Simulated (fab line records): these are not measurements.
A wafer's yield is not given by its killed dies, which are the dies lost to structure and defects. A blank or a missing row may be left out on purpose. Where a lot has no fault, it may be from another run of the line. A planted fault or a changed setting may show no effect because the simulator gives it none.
Matching of chambers || flow gf180mcu || GF_V2_CMP_04 on cmp-02: 4 sister chambers
The step polishes SiO2. 16 wafers are shown with their chamber, then 7 later ones without.

## WAFERS WITH THEIR CHAMBER
{"wafer": "L810.3", "chamber": 2, "motor_current_A (A)": 12.2, "time_to_endpoint_s (s)": 82, "head_pressure_psi (psi)": 3.987}
{"wafer": "L810.4", "chamber": 0, "motor_current_A (A)": 14.1, "time_to_endpoint_s (s)": 80, "head_pressure_psi (psi)": 3.994}
{"wafer": "L810.6", "chamber": 1, "motor_current_A (A)": 10.9, "time_to_endpoint_s (s)": 81, "head_pressure_psi (psi)": 3.993}
{"wafer": "L811.1", "chamber": 1, "motor_current_A (A)": 10.8, "time_to_endpoint_s (s)": 72, "head_pressure_psi (psi)": 4.007}
{"wafer": "L811.3", "chamber": 2, "motor_current_A (A)": 12.4, "time_to_endpoint_s (s)": 78, "head_pressure_psi (psi)": 3.989}
{"wafer": "L811.5", "chamber": 1, "motor_current_A (A)": 10.7, "time_to_endpoint_s (s)": 81, "head_pressure_psi (psi)": 4.007}
{"wafer": "L812.4", "chamber": 3, "motor_current_A (A)": 13.3, "time_to_endpoint_s (s)": 84, "head_pressure_psi (psi)": 4.001}
{"wafer": "L812.5", "chamber": 1, "motor_current_A (A)": 10.9, "time_to_endpoint_s (s)": 73, "head_pressure_psi (psi)": 3.998}
{"wafer": "L812.6", "chamber": 0, "motor_current_A (A)": 14.3, "time_to_endpoint_s (s)": 78, "head_pressure_psi (psi)": 4.000}
{"wafer": "L816.2", "chamber": 0, "motor_current_A (A)": 14.3, "time_to_endpoint_s (s)": 80, "head_pressure_psi (psi)": 3.991}
{"wafer": "L816.6", "chamber": 2, "motor_current_A (A)": 12.7, "time_to_endpoint_s (s)": 90, "head_pressure_psi (psi)": 3.998}
{"wafer": "L824.2", "chamber": 2, "motor_current_A (A)": 12.1, "time_to_endpoint_s (s)": 79, "head_pressure_psi (psi)": 3.998}
{"wafer": "L824.5", "chamber": 2, "motor_current_A (A)": 12.2, "time_to_endpoint_s (s)": 82, "head_pressure_psi (psi)": 4.002}
{"wafer": "L824.6", "chamber": 3, "motor_current_A (A)": 12.5, "time_to_endpoint_s (s)": 85, "head_pressure_psi (psi)": 4.015}
{"wafer": "L828.1", "chamber": 1, "motor_current_A (A)": 10.8, "time_to_endpoint_s (s)": 73, "head_pressure_psi (psi)": 3.991}
{"wafer": "L828.4", "chamber": 3, "motor_current_A (A)": 13.5, "time_to_endpoint_s (s)": 83, "head_pressure_psi (psi)": 3.994}

SIGNATURES, as means of the wafers listed above
{"reading": "motor_current_A", "chamber 0": 14.233, "chamber 1": 10.820, "chamber 2": 12.320, "chamber 3": 13.100, "scatter within a chamber": 0.265}
{"reading": "time_to_endpoint_s", "chamber 0": 79.33, "chamber 1": 76.00, "chamber 2": 82.20, "chamber 3": 84.00, "scatter within a chamber": 3.85}
{"reading": "head_pressure_psi", "chamber 0": 3.99500, "chamber 1": 3.99920, "chamber 2": 3.99480, "chamber 3": 4.00333, "scatter within a chamber": 0.00745}
Rule: distance of a wafer from a chamber = root of the sum over the readings of ((wafer's reading minus chamber's mean) / reading's scatter) squared. If the next closest chamber is less than 2 further off than the closest, the wafer can't be placed; otherwise it belongs to the closest. The scatter: take each reading less its chamber's mean, square it, sum over the shown wafers, divide by the number of wafers less the number of chambers, and take the root.

## WAFERS MISSING THEIR CHAMBER
{"wafer": "L828.5", "motor_current_A (A)": 10.8, "time_to_endpoint_s (s)": 83, "head_pressure_psi (psi)": 4.006}
{"wafer": "L830.2", "motor_current_A (A)": 12.3, "time_to_endpoint_s (s)": 78, "head_pressure_psi (psi)": 4.019}
{"wafer": "L830.4", "motor_current_A (A)": 13.9, "time_to_endpoint_s (s)": 87, "head_pressure_psi (psi)": 3.995}
{"wafer": "L830.6", "motor_current_A (A)": 11.2, "time_to_endpoint_s (s)": 84, "head_pressure_psi (psi)": 4.011}
{"wafer": "L832.2", "motor_current_A (A)": 10.6, "time_to_endpoint_s (s)": 81, "head_pressure_psi (psi)": 3.994}
{"wafer": "L832.3", "motor_current_A (A)": 14.3, "time_to_endpoint_s (s)": 78, "head_pressure_psi (psi)": 4.020}
{"wafer": "L832.6", "motor_current_A (A)": 12.6, "time_to_endpoint_s (s)": 87, "head_pressure_psi (psi)": 4.003}

## THE CHAMBER EACH PASSED THROUGH
{"wafer": "L828.5", "from the rows above": 1, "in truth": 1}
{"wafer": "L830.2", "from the rows above": "can't be placed: 2 or 3", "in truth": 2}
{"wafer": "L830.4", "from the rows above": "can't be placed: 0 or 3", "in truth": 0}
{"wafer": "L830.6", "from the rows above": "can't be placed: 1 or 2", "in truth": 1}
{"wafer": "L832.2", "from the rows above": 1, "in truth": 1}
{"wafer": "L832.3", "from the rows above": "can't be placed: 0 or 3", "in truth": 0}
{"wafer": "L832.6", "from the rows above": "can't be placed: 2 or 3", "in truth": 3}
2 of 7 placed correctly. Can't be placed from these rows: 5 (the true chamber is among the candidates in 5). Number placed wrongly: 0.
